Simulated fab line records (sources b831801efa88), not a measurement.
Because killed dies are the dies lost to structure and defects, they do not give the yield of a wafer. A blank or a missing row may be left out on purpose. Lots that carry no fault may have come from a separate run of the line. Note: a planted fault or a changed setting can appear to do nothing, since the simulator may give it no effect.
A struck lot beside a sound one + flow gf180mcu + 14 out of 602 route steps
Sound: the wafers L237.3, L237.4, L237.5. The struck wafers were L244.4, L244.5, L244.6. Last of all comes the cause.
Per side, at each step with rows, come the tool, then ch with its chambers, and then its first start. Under that, the readings that differ: sound wafers + struck wafers + difference of the means + sigmas: that difference in standard deviations of wafers without a fault.
alike: words and numbers the same on both sides, and readings whose means are apart by under 2 such deviations; not compared: readings that were withheld, readings missing a value for some wafer, numbers with overlapping values and no deviation given by the record, and bounds like >300 which may hide the same value.
The two part at a step that has a row with sigmas, a row that says differs or no value, or rows on one side only. Numbers that don't overlap but have no deviation are shown without sigmas and don't part them. Lack of a reading on every wafer of one side parts them only where that side has two or more wafers.

first, 2 steps without rows for these wafers: GF_M2_CLEAN_19 (cleans in DIW); GF_V2_CVD_00 (deposits SiO2, target thk 600 nm, time 100 s).
GF_V2_THK_MEAS_01:
  struck on film_metro-01, day 24 10:08; sound on film_metro-01, day 22 01:02
  alike: V2_CVD_00_THK
GF_V2_CVD_02: deposits SiO2 from TEOS, target thk 850 nm, time 94.851 s.
  sound on pecvd-03 ch 0,1,2, day 22 01:05; struck on pecvd-03 ch 0,1,2, day 24 10:12
  alike: heater_power_w
GF_V2_THK_MEAS_03:
  struck on film_metro-02, day 24 10:16; sound on film_metro-04, day 22 01:10
  alike: V2_CVD_02_THK
GF_V2_CMP_04: polishes SiO2.
  sound on cmp-01 ch 1,2, day 22 01:13; struck on cmp-01 ch 1,2, day 24 10:17
  alike: motor_current_A, time_to_endpoint_s
GF_V2_BOW_MEAS_05:
  struck on film_metro-04, day 24 10:39; sound on film_metro-04, day 22 01:33
  alike: V2_BOW
then, 5 steps without rows for these wafers: GF_V2_DEHYDRATE_06 (time 60 s); GF_V2_HMDS_07 (prime time 60 s); GF_V2_COAT_08; GF_V2_COAT_09 (resist thk 1000 nm); GF_V2_SOFTBAKE_10 (time 60 s).
GF_V2_EXPOSE_11: exposes mask Via2, target cd 260 nm.
  struck on krf_scanner-01, day 24 22:10; sound on krf_scanner-02 ch 0, day 22 13:21
  no value came back on the struck wafers for exposure_dose_mJ_cm2, focus_offset_nm (nm); on the sound wafers exposure_dose_mJ_cm2 reads 37.89 37.97 37.97
  alike: mask
then, 1 step without rows for these wafers: GF_V2_PEB_12 (peb time 90 s).

## WHERE THEY PART
Only at GF_V2_EXPOSE_11, as far as this record shows.

WHY: what had been put in by the simulator
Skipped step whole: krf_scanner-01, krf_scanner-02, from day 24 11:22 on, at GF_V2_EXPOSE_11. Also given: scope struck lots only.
